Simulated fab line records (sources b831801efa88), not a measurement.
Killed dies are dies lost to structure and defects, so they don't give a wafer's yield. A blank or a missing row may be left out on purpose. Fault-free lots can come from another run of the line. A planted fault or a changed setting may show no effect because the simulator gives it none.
What tool caused it? | flow gf180mcu | 13 lots, 39 wafers sampled, at 3 steps of a route of 602

## WHAT THE GAUGES READ, wafer by wafer
GF_V5_CD_MEAS_14: the cd target is 260 nm. Usual: 259.8 nm for cdNm, sd 1.2.
lot  | measured     | on       | cdNm (nm)         | flag
L383 | day 26 22:58 | cdSem-02 | 261.4 260.5 259.8 | 
L384 | day 27 02:10 | cdSem-01 | 258.1 259.1 259.5 | 
L385 | day 27 16:52 | cdSem-01 | 260.2 259.9 260.1 | 
L386 | day 27 22:39 | cdSem-01 | 260.7 260.7 260.5 | 
L388 | day 28 14:40 | cdSem-01 | 259.3 260.7 259.3 | 
L390 | day 29 05:01 | cdSem-02 | 258.7 256.4 256.9 | 
L398 | day 31 19:51 | cdSem-02 | 261.2 261.3 262.1 | 
L399 | day 31 23:24 | cdSem-02 | 258.6 258.3 258.3 | 
L400 | day 32 05:23 | cdSem-01 | 259.5 260.1 259.4 | 
L401 | day 32 13:16 | cdSem-01 | 259.9 261.1 260.4 | 
L402 | day 32 22:45 | cdSem-02 | 260.4 260.4 261.7 | 
L405 | day 33 12:11 | cdSem-02 | 258.7 259.0 259.8 | 
L406 | day 33 15:24 | cdSem-02 | 259.2 260.2 259.7 | 

GF_V5_OVL_MEAS_15. Usual: for V5_OVL the level is -1 nm and the standard deviation is 5.
lot  | measured     | on         | V5_OVL (nm) | flag
L383 | day 26 23:05 | overlay-02 | 5 3 -3      | 
L384 | day 27 02:14 | overlay-01 | 4 4 -3      | 
L385 | day 27 16:59 | overlay-02 | 0 -4 -3     | 
L386 | day 27 22:46 | overlay-01 | -7 0 -2     | 
L388 | day 28 14:47 | overlay-02 | -3 -4 0     | 
L390 | day 29 05:05 | overlay-01 | -8 -4 -8    | 
L398 | day 31 19:58 | overlay-01 | -3 6 3      | 
L399 | day 31 23:31 | overlay-01 | -4 -8 -6    | 
L400 | day 32 05:29 | overlay-02 | 3 8 7       | 
L401 | day 32 13:22 | overlay-01 | -9 -12 -4   | 
L402 | day 32 22:52 | overlay-02 | -1 -3 9     | 
L405 | day 33 12:17 | overlay-02 | -2 -8 -2    | 
L406 | day 33 15:31 | overlay-02 | 8 0 9       | 

## EACH LOT AND THE TOOL THAT RAN IT (in order: tool; ch and the chambers of the sampled wafers; start)
lot  | GF_V3_SPUTTER_22
L383 | pvdSputter-03, day 22 03:37
L384 | pvdSputter-03, day 22 07:43
L385 | pvdSputter-02, day 22 20:38
L386 | pvdSputter-03, day 23 07:35
L388 | pvdSputter-03, day 24 00:23
L390 | pvdSputter-03, day 24 17:02
L398 | pvdSputter-02, day 27 19:04
L399 | pvdSputter-04, day 27 22:18
L400 | pvdSputter-02, day 28 02:56
L401 | pvdSputter-04, day 28 14:20
L402 | pvdSputter-02, day 29 01:10
L405 | pvdSputter-03, day 29 15:11
L406 | pvdSputter-02, day 29 20:16
- GF_V3_SPUTTER_22: material TiN, target thk 10 nm, time 40 s.

## WHAT THE TOOLS THEMSELVES READ (means of the sampled wafers that have a number; where no wafer has one, the mark that the record gives instead)
GF_V3_SPUTTER_22. Usual: chamberPressurePa 4.999 Pa, standard deviation 0.0099; throttleValvePct 30.7 %, standard deviation 1.1.
lot  | tool          | chamberPressurePa (Pa) | throttleValvePct (%) | flag
L383 | pvdSputter-03 | 5.001                  | 30.1                 | 
L384 | pvdSputter-03 | 5.001                  | 30.9                 | 
L385 | pvdSputter-02 | 4.991                  | 30.8                 | 
L386 | pvdSputter-03 | 4.997                  | 30.3                 | 
L388 | pvdSputter-03 | 5.006                  | 30.4                 | 
L390 | pvdSputter-03 | 4.999                  | 29.6                 | 
L398 | pvdSputter-02 | 4.999                  | 31.1                 | 
L399 | pvdSputter-04 | 4.995                  | 30.4                 | 
L400 | pvdSputter-02 | 4.999                  | 30.3                 | 
L401 | pvdSputter-04 | 4.992                  | 30.7                 | 
L402 | pvdSputter-02 | 4.997                  | 31.1                 | 
L405 | pvdSputter-03 | 4.994                  | 29.5                 | 
L406 | pvdSputter-02 | 4.991                  | 31.6                 | 

## THE ANSWER, worked out from the rows above alone
Rule: take the mean of a lot's wafers that have a number; if it is more than 3 standard deviations from the usual mean, the lot is off. A lot without any number at a reading at which 4 lots or more have one is off too. Where the step has rows for the other lots, those lots are counted as sound. The gauges are gone through in route order, then the tools' own readings, and for those a lot's mean is taken as printed above. The first step at which some lot is off is used, and at that step the reading that is off furthest; a lot without a number counts as furthest.
No lot is off on any of the readings shown, so nothing can be concluded from this.

## WHAT WAS PUT IN BY THE SIMULATOR
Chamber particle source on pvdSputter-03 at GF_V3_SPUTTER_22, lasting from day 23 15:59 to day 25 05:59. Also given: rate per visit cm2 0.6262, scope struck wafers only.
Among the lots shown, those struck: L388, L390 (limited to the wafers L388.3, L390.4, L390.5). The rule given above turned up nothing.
